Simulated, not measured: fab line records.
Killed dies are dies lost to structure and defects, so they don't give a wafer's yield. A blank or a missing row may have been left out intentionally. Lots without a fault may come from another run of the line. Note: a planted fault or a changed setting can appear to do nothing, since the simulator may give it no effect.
Which of the tools did it? ; flow gf180mcu ; 14 lots, 41 wafers sampled, at 4 steps of a route of 602

WHAT THE GAUGES READ, wafer by wafer
GF_POLY_GATE_THK_MEAS_17.
lot;measured;on;POLY_GATE_OXIDATION_THK (nm)
L703;day 9 07:10;film_metro-01;4.05 3.97 4.02
L704;day 9 12:38;film_metro-01;4.08 4.05 4.02
L705;day 9 21:07;film_metro-04;3.97 4.07 4.10
L706;day 10 01:46;film_metro-04;4.06 4.03 4.10
L707;day 10 11:11;film_metro-01;4.07 4.11 4.13
L708;day 10 17:01;film_metro-03;3.98 4.00 4.03
L709;day 10 23:39;film_metro-04;4.03 4.07 4.13
L711;day 11 15:20;film_metro-01;4.20 4.19 4.28
L712;day 12 01:45;film_metro-03;3.98 3.88 4.01
L713;day 12 05:21;film_metro-04;4.02 3.97 3.87
L714;day 12 12:20;film_metro-01;4.11 4.12 4.06
L715;day 12 19:40;film_metro-04;3.93 3.90 4.02
L721;day 14 13:59;film_metro-04;4.09 4.10 4.18
L723;day 15 03:49;film_metro-01;4.01 3.91

GF_SALICIDE_RS_MEAS_04: measures by four-point-probe.
lot;measured;on;SALICIDE_TIN_RS (ohm/sq)
L703;day 15 03:31;film_metro-04;16.5 16.6 16.7
L704;day 15 09:39;film_metro-03;16.5 16.6 16.2
L705;day 15 21:28;film_metro-03;16.3 16.1 16.0
L706;day 16 01:23;film_metro-01;15.9 15.8 16.0
L707;day 16 14:10;film_metro-04;16.6 16.4 16.2
L708;day 16 20:55;film_metro-04;16.6 16.5 16.3
L709;day 17 03:47;film_metro-03;16.0 16.1 15.9
L711;day 18 02:56;film_metro-04;16.2 16.6 16.5
L712;day 18 12:25;film_metro-04;16.1 16.6 16.3
L713;day 18 19:16;film_metro-04;16.6 15.9 16.2
L714;day 19 02:23;film_metro-01;16.7 16.8 16.8
L715;day 19 11:32;film_metro-03;16.7 16.7 16.8
L721;day 21 11:43;film_metro-04;16.1 18.2 16.3
L723;day 22 03:26;film_metro-04;17.5 16.1

GF_V2_THK_MEAS_01.
lot;measured;on;V2_CVD_00_THK (nm)
L703;day 19 04:52;film_metro-02;603 603 591
L704;day 19 12:08;film_metro-01;597 592 601
L705;day 20 04:24;film_metro-01;597 605 602
L706;day 20 05:46;film_metro-02;600 603 602
L707;day 20 20:02;film_metro-01;613 609 608
L708;day 21 04:25;film_metro-01;606 597 599
L709;day 21 10:50;film_metro-03;591 598 591
L711;day 22 10:15;film_metro-02;611 606 601
L712;day 22 18:59;film_metro-03;613 613 611
L713;day 23 01:10;film_metro-03;603 594 593
L714;day 23 09:10;film_metro-02;597 596 594
L715;day 23 16:43;film_metro-03;607 612 620
L721;day 25 16:46;film_metro-01;607 608 602
L723;day 25 23:29;film_metro-03;593 591

EACH LOT AND THE TOOL THAT RAN IT (in order: tool; ch and the chambers of the sampled wafers; start)
lot;GF_SALICIDE_SPUTTER_02
L703;pvd_sputter-01, day 15 03:28
L704;pvd_sputter-03, day 15 09:34
L705;pvd_sputter-03, day 15 21:25
L706;pvd_sputter-02, day 16 01:19
L707;pvd_sputter-01, day 16 14:07
L708;pvd_sputter-03, day 16 20:49
L709;pvd_sputter-01, day 17 03:42
L711;pvd_sputter-01, day 18 02:53
L712;pvd_sputter-03, day 18 12:19
L713;pvd_sputter-02, day 18 19:13
L714;pvd_sputter-03, day 19 02:20
L715;pvd_sputter-03, day 19 11:29
L721;pvd_sputter-03, day 21 11:37
L723;pvd_sputter-03, day 22 03:19
- GF_SALICIDE_SPUTTER_02: material Co, target thk 10 nm, time 20 s.

AS READ BY THE TOOLS THEMSELVES (means over the sampled wafers that have a number; for cases with no such wafer, the mark the record gives instead)
GF_SALICIDE_SPUTTER_02.
lot;tool;throttle_valve_pct (%)
L703;pvd_sputter-01;29.6
L704;pvd_sputter-03;30.0
L705;pvd_sputter-03;29.6
L706;pvd_sputter-02;30.3
L707;pvd_sputter-01;29.9
L708;pvd_sputter-03;29.7
L709;pvd_sputter-01;30.3
L711;pvd_sputter-01;29.3
L712;pvd_sputter-03;30.0
L713;pvd_sputter-02;29.5
L714;pvd_sputter-03;29.7
L715;pvd_sputter-03;29.6
L721;pvd_sputter-03;29.8
L723;pvd_sputter-03;30.1

THE ANSWER, worked out from the rows above alone
Rule: what is usual is taken from the lots themselves. Put in order of their means at a reading, lots are off if they are a third of the lots or fewer, leave a main group of 4 or more, and stand apart from it by a gap of 3 or more times the standard deviation of the main group's means; of several such gaps the widest counts. The tables above print the reading to a certain number of digits; a main group whose means all agree to those digits is not used. A lot without any number at a reading at which 4 lots or more have one is off too. All remaining lots with rows at the step are treated as sound. After the gauges, taken in route order, come the tools' own readings; for these a lot's mean is taken, as printed above. The first step at which some lot is off is used, and at that step the reading that is off furthest; a lot without a number counts as furthest.
Across all readings shown, no lot is off: no conclusion can be drawn from this.

WHAT THE SIMULATOR HAD INSERTED
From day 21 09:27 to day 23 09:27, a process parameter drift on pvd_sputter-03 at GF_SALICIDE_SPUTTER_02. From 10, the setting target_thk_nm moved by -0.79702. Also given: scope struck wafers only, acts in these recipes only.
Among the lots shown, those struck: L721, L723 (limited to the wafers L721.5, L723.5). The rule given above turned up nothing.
